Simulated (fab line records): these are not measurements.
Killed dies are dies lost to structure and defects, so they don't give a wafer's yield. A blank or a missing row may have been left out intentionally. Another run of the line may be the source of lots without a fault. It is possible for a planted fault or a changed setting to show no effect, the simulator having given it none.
Problem report, 8D (eight disciplines) form, completed by code -- flow sky130 -- the parts of the form that need people (team, actions taken, sign-off) are left out

== 1. THE PROBLEM ==
overpolish-run-s at SKY_VIA1_CMP_24 reads a mean of 0.045 s on 3 wafers of 2 lots; wafers without a fault read 15.000 s with a standard deviation of 0.0097. So: -99 or more standard deviations from the usual mean.
The step: polishes, stops on SiO2, t overpolish 15 s, target thk 0 nm.
Seen first at day 39 04:02 on cmp-02, wafer L362.6. The record holds 42 wafers of 14 lots with a number at this step. Rule for "out", or "out of limits": more than 4 standard deviations from the usual mean. The rest of the wafers with a number are treated as sound.

== 2. WHAT IT IS, AND WHAT IT ISN'T ==
question,is,is not
which readings at this step,"overpolish-run-s, time-to-endpoint-s",motor-current-A
which lots,"L362, L363","L347, L348, L349, L350, L351, L352, L353, L354, L360, L366, L369, L370"
which wafers of those lots,"L362.6, L363.3, L363.4","L362.1, L362.5, L363.2"
read on which tools,cmp-02,cmp-01
when,from day 39 04:02,"up to then (29 sound wafers); but 10 sound wafers of L363, L366, L369, L370 came after"

== 3. WHAT RULES OUT EACH SUSPECT ==
Counting: any tool at a process step up to the reading remains a suspect provided it ran every lot that is out. Sound lots after the first of them don't rule it out here, since some wafers of a struck lot are sound.
- cmp-02 at SKY_VIA1_CMP_24 (polishes, stops on SiO2, t overpolish 15 s, target thk 0 nm): kept. It ran every lot that is out, first L362 (day 39 04:02); its last sound lot up to then is L354 (day 36 12:47). Out on those wafers are its own readings of overpolish-run-s, time-to-endpoint-s.
- Within cmp-02 at SKY_VIA1_CMP_24: the wafers that are out ran in chambers 0, 2; their sound lot-mates ran in chambers 1, 3.
Remaining after the count: cmp-02 at SKY_VIA1_CMP_24.

== 4. THE CAUSE (what the simulator had put in) ==
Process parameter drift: cmp-02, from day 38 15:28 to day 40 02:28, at SKY_VIA1_CMP_24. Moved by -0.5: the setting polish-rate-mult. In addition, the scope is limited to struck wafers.
The count eliminated every tool but this one.

== 5. SEQUENCE OF EFFECTS, ordered by route ==
Each row: a reading where the mean over the struck wafers with a number is more than 3 standard deviations away from the usual. Scope: only readings with a usual standard deviation given in the record; hours: median across lots of the time from each lot's start at the first step in this table that gives one to its start at this step; sigmas: change in usual standard deviations.
hours,step,reading,usual,on struck wafers,change,sigmas
0,SKY_VIA1_CMP_24,overpolish-run-s,15.000 s,0.045,-14.955,-99 or more
0,SKY_VIA1_CMP_24,time-to-endpoint-s,66 s,104,+38,+11
Its process steps:
- SKY_VIA1_CMP_24: polishes, stops on SiO2, t overpolish 15 s, target thk 0 nm.

== 6. WHAT WOULD HAVE CAUGHT IT SOONER ==
First out-of-limits reading in this record: day 39 04:02, which is 13 hours after fault onset at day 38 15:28.
